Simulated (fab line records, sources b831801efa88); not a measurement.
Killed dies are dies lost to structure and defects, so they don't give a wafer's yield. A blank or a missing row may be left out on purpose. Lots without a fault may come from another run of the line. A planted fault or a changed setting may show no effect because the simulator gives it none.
Which tool did it? | flow gf180mcu | 6 lots, 18 wafers sampled, at 3 steps of a route of 602

WHAT THE GAUGES READ, wafer by wafer
GF_VT_IMPLANT_TW_MEAS_32.
lot  | measured     | on            | VT_IMPLANT_3_TW
L777 | day 7 22:29  | film_metro-02 | 264.6 264.5 264.0
L779 | day 8 09:37  | film_metro-01 | 271.1 270.5 270.3
L784 | day 9 19:33  | film_metro-04 | 30.0 29.8 30.0
L792 | day 12 00:06 | film_metro-01 | 271.2 272.5 271.8
L794 | day 12 20:51 | film_metro-02 | 264.9 263.8 265.4
L795 | day 13 06:17 | film_metro-04 | 268.9 267.7 267.4

WHICH TOOL RAN EACH LOT (tool, then ch and the chambers of the sampled wafers, then the start)
lot  | GF_VT_IMPLANT_STRIP_20               | GF_VT_IMPLANT_STRIP_31
L777 | plasma_asher-02 ch 0,1, day 7 06:48  | plasma_asher-02 ch 0,1, day 7 22:23
L779 | plasma_asher-01 ch 0,1, day 7 18:51  | plasma_asher-04 ch 0,1, day 8 09:31
L784 | plasma_asher-01 ch 0,1, day 9 02:12  | plasma_asher-02 ch 0,1, day 9 19:27
L792 | plasma_asher-02 ch 0,1, day 11 05:21 | plasma_asher-04 ch 0,1, day 12 00:00
L794 | plasma_asher-02 ch 0,1, day 12 01:04 | plasma_asher-02 ch 1, day 12 20:45
L795 | plasma_asher-02 ch 0,1, day 12 10:21 | plasma_asher-04 ch 0,1, day 13 06:12
- GF_VT_IMPLANT_STRIP_20: strips in O2/N2.
- GF_VT_IMPLANT_STRIP_31: strips in O2/N2.

THE ANSWER, worked out from the rows above alone
Rule: what is usual is taken from the lots themselves. Put in order of their means at a reading, lots are off if they are a third of the lots or fewer, leave a main group of 4 or more, and stand apart from it by a gap of 3 or more times the standard deviation of the main group's means; of several such gaps the widest counts. A main group whose means are all the same, to the digits that the tables above print for the reading, isn't used. A lot without any number at a reading at which 4 lots or more have one is off too. The other lots that the step has rows for count as sound.
Off: L784, at GF_VT_IMPLANT_TW_MEAS_32 (VT_IMPLANT_3_TW). The main group: mean 267.9, standard deviation 3.
A tool fits if, at a process step before that reading, it ran every lot that is off, and no sound lot after the first of them. The gauges at GF_VT_IMPLANT_TW_MEAS_32 are tried like those tools. One fits: plasma_asher-01 at GF_VT_IMPLANT_STRIP_20. Its last sound lot is L779 (day 7 18:51), its first lot that is off L784 (day 9 02:12): a fault that began between those two fits.

WHAT THE SIMULATOR HAD PUT IN
Strip aborted: plasma_asher-01, from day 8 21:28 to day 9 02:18, at GF_VT_IMPLANT_STRIP_20. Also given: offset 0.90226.
Lots struck among those shown: L784. The rule above found the same.
